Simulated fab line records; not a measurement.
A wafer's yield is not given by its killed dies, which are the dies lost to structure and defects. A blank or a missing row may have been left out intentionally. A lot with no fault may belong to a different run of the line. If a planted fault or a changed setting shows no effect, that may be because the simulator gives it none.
The tool behind it: which one?	flow sky130	13 lots with 39 wafers sampled at 3 steps, on a route of 708 steps

WHAT EACH GAUGE READ, for each wafer
SKY_CONTACT_BOW_MEAS_05.
lot	measured	on	CONTACT_BOW (um)
L565	day 31 05:25	film-metro-04	73 83 89
L569	day 32 13:46	film-metro-04	80 77 72
L570	day 32 16:40	film-metro-02	80 73 91
L571	day 32 22:37	film-metro-02	83 87 86
L572	day 33 02:43	film-metro-02	70 70 88
L575	day 34 01:50	film-metro-04	85 79 88
L576	day 34 04:31	film-metro-01	79 85 67
L577	day 34 09:52	film-metro-01	82 79 75
L578	day 35 01:52	film-metro-04	91 87 81
L579	day 35 06:01	film-metro-04	74 87 84
L583	day 36 23:05	film-metro-04	74 82 78
L584	day 37 14:01	film-metro-02	91 81 97
L585	day 37 18:03	film-metro-01	72 92 81

WHAT TOOL EACH LOT RAN ON (gives the tool, then ch and the chambers of the sampled wafers, and finally the start)
lot	SKY_LOCAL_INTERCONNECT_SPUTTER_00	SKY_LOCAL_INTERCONNECT_ETCH_13
L565	pvd-sputter-01, day 30 01:12	rie-metal-03 ch 0,1, day 31 04:10
L569	pvd-sputter-03, day 31 09:06	rie-metal-01 ch 0,1, day 32 12:31
L570	pvd-sputter-02, day 31 12:01	rie-metal-03 ch 0,1, day 32 15:26
L571	pvd-sputter-03, day 31 18:18	rie-metal-03 ch 0,1, day 32 21:23
L572	pvd-sputter-03, day 31 22:49	rie-metal-04 ch 0,1, day 33 01:29
L575	pvd-sputter-01, day 32 20:58	rie-metal-01 ch 0,1, day 34 00:32
L576	pvd-sputter-03, day 33 01:01	rie-metal-04 ch 0,1, day 34 03:16
L577	pvd-sputter-02, day 33 06:07	rie-metal-04 ch 0,1, day 34 08:35
L578	pvd-sputter-01, day 33 22:16	rie-metal-03 ch 0, day 35 00:32
L579	pvd-sputter-01, day 34 02:12	rie-metal-03 ch 0,1, day 35 04:44
L583	pvd-sputter-03, day 35 20:13	rie-metal-03 ch 0,1, day 36 21:50
L584	pvd-sputter-03, day 36 10:58	rie-metal-01 ch 0,1, day 37 12:47
L585	pvd-sputter-02, day 36 14:22	rie-metal-03 ch 0,1, day 37 16:44
- SKY_LOCAL_INTERCONNECT_SPUTTER_00: material TiN, target thk 100 nm, time 83.3 s.
- SKY_LOCAL_INTERCONNECT_ETCH_13: etches BARC in N2/H2, stops on SiO2, time 45.9 s, target depth 60 nm.

AS READ BY THE TOOLS THEMSELVES (means over the sampled wafers that have a number; for cases with no such wafer, the mark the record gives instead)
SKY_LOCAL_INTERCONNECT_SPUTTER_00.
lot	tool	throttle-valve-pct (%)
L565	pvd-sputter-01	29.8
L569	pvd-sputter-03	28.9
L570	pvd-sputter-02	30.9
L571	pvd-sputter-03	30.4
L572	pvd-sputter-03	28.8
L575	pvd-sputter-01	30.6
L576	pvd-sputter-03	30.2
L577	pvd-sputter-02	29.9
L578	pvd-sputter-01	30.7
L579	pvd-sputter-01	30.6
L583	pvd-sputter-03	30.4
L584	pvd-sputter-03	30.5
L585	pvd-sputter-02	29.8

SKY_LOCAL_INTERCONNECT_ETCH_13.
lot	tool	drypump-motor-current-A (A)	oes-product-au (a.u.)	throttle-valve-pct (%)
L565	rie-metal-03	5.69	0.856	13.233
L569	rie-metal-01	5.59	0.854	13.216
L570	rie-metal-03	5.73	0.854	13.231
L571	rie-metal-03	5.72	0.856	13.219
L572	rie-metal-04	5.56	0.853	13.230
L575	rie-metal-01	5.59	0.854	13.239
L576	rie-metal-04	5.59	0.855	13.221
L577	rie-metal-04	5.61	0.856	13.228
L578	rie-metal-03	5.62	0.854	13.220
L579	rie-metal-03	5.69	0.854	13.226
L583	rie-metal-03	5.67	0.859	13.232
L584	rie-metal-01	5.59	0.854	13.223
L585	rie-metal-03	5.68	0.851	13.230

THE ANSWER, worked out from the rows above alone
Rule: usual is defined by the lots themselves. Put in order of their means at a reading, lots are off if they are a third of the lots or fewer, leave a main group of 4 or more, and stand apart from it by a gap of 3 or more times the standard deviation of the main group's means; of several such gaps the widest counts. The tables above print the reading to a certain number of digits; a main group whose means all agree to those digits is not used. A lot without any number at a reading at which 4 lots or more have one is off too. The other lots that the step has rows for count as sound. Order of review: gauges by route order, followed by the tools' own readings, for which a lot's mean as printed above is used. At the first step where some lot is off, the reading lying furthest off is the one used; lots without a number count as furthest.
None of the lots is off at any reading shown; this tells nothing.

WHAT WAS PUT IN BY THE SIMULATOR
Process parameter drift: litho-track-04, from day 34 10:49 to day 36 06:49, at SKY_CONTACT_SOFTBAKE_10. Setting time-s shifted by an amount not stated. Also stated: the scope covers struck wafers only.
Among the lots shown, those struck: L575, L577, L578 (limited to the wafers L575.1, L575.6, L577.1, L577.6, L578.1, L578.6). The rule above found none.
